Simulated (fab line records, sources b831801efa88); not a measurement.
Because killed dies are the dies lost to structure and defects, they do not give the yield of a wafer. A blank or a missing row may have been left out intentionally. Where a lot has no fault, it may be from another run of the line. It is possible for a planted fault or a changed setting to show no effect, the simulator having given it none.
Matching of chambers + flow sky130 + SKY_VIA1_CMP_02 on cmp-02: 4 sister chambers
The step polishes SiO2. 27 wafers are shown with their chamber, then 12 later ones without.

== WAFERS, EACH WITH ITS CHAMBER ==
| wafer  | chamber | motor current A (A) |
|--------|---------|---------------------|
| L074.2 | 2       | 13.5                |
| L074.3 | 1       | 12.2                |
| L074.4 | 0       | 12.1                |
| L076.3 | 3       | 11.8                |
| L076.5 | 2       | 13.8                |
| L076.6 | 1       | 12.5                |
| L077.1 | 0       | 12.6                |
| L077.2 | 3       | 12.5                |
| L077.4 | 1       | 12.3                |
| L079.1 | 0       | 12.4                |
| L079.5 | 0       | 11.5                |
| L079.6 | 1       | 12.0                |
| L080.1 | 2       | 13.7                |
| L080.3 | 0       | 12.3                |
| L080.5 | 0       | 11.7                |
| L082.1 | 2       | 13.0                |
| L082.4 | 0       | 12.3                |
| L082.6 | 2       | 13.3                |
| L085.1 | 3       | 12.9                |
| L085.3 | 1       | 12.0                |
| L085.4 | 2       | 13.2                |
| L088.1 | 1       | 11.6                |
| L088.4 | 2       | 13.6                |
| L088.6 | 0       | 12.4                |
| L089.2 | 3       | 12.9                |
| L089.5 | 2       | 12.5                |
| L089.6 | 3       | 12.8                |

SIGNATURES (means of the wafers above)
| reading         | chamber 0 | chamber 1 | chamber 2 | chamber 3 | scatter within a chamber |
|-----------------|-----------|-----------|-----------|-----------|--------------------------|
| motor current A | 12.162    | 12.100    | 13.325    | 12.580    | 0.397                    |
Rule: a wafer lies at a distance from a chamber equal to the root of the sum of squares, over the readings, of (its reading less the chamber's mean, divided by the reading's scatter). If the next closest chamber is less than 2 further off than the closest, the wafer can't be placed; otherwise it belongs to the closest. The scatter: take each reading less its chamber's mean, square it, sum over the shown wafers, divide by the number of wafers less the number of chambers, and take the root.

== WAFERS MISSING THEIR CHAMBER ==
| wafer  | motor current A (A) |
|--------|---------------------|
| L090.1 | 11.6                |
| L090.2 | 13.1                |
| L090.6 | 13.5                |
| L091.1 | 12.4                |
| L091.2 | 13.9                |
| L091.5 | 11.5                |
| L092.1 | 12.0                |
| L092.2 | 12.3                |
| L092.6 | 12.0                |
| L097.2 | 14.1                |
| L097.3 | 12.5                |
| L097.4 | 12.2                |

== CHAMBER TAKEN BY EACH ==
| wafer  | from the rows above               | in truth |
|--------|-----------------------------------|----------|
| L090.1 | can't be placed: 1 or 0 or 3      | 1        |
| L090.2 | can't be placed: 2 or 3 or 0 or 1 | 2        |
| L090.6 | can't be placed: 2 or 3           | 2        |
| L091.1 | can't be placed: 3 or 0 or 1 or 2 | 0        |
| L091.2 | can't be placed: 2 or 3           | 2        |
| L091.5 | can't be placed: 1 or 0 or 3      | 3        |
| L092.1 | can't be placed: 1 or 0 or 3      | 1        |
| L092.2 | can't be placed: 0 or 1 or 3      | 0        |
| L092.6 | can't be placed: 1 or 0 or 3      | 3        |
| L097.2 | can't be placed: 2 or 3           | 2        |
| L097.3 | can't be placed: 3 or 0 or 1 or 2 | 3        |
| L097.4 | can't be placed: 0 or 1 or 3      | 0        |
Correct placement for 0 of the 12. These rows do not allow placing 12 (true chamber among the candidates in 12). Placed wrongly: 0.
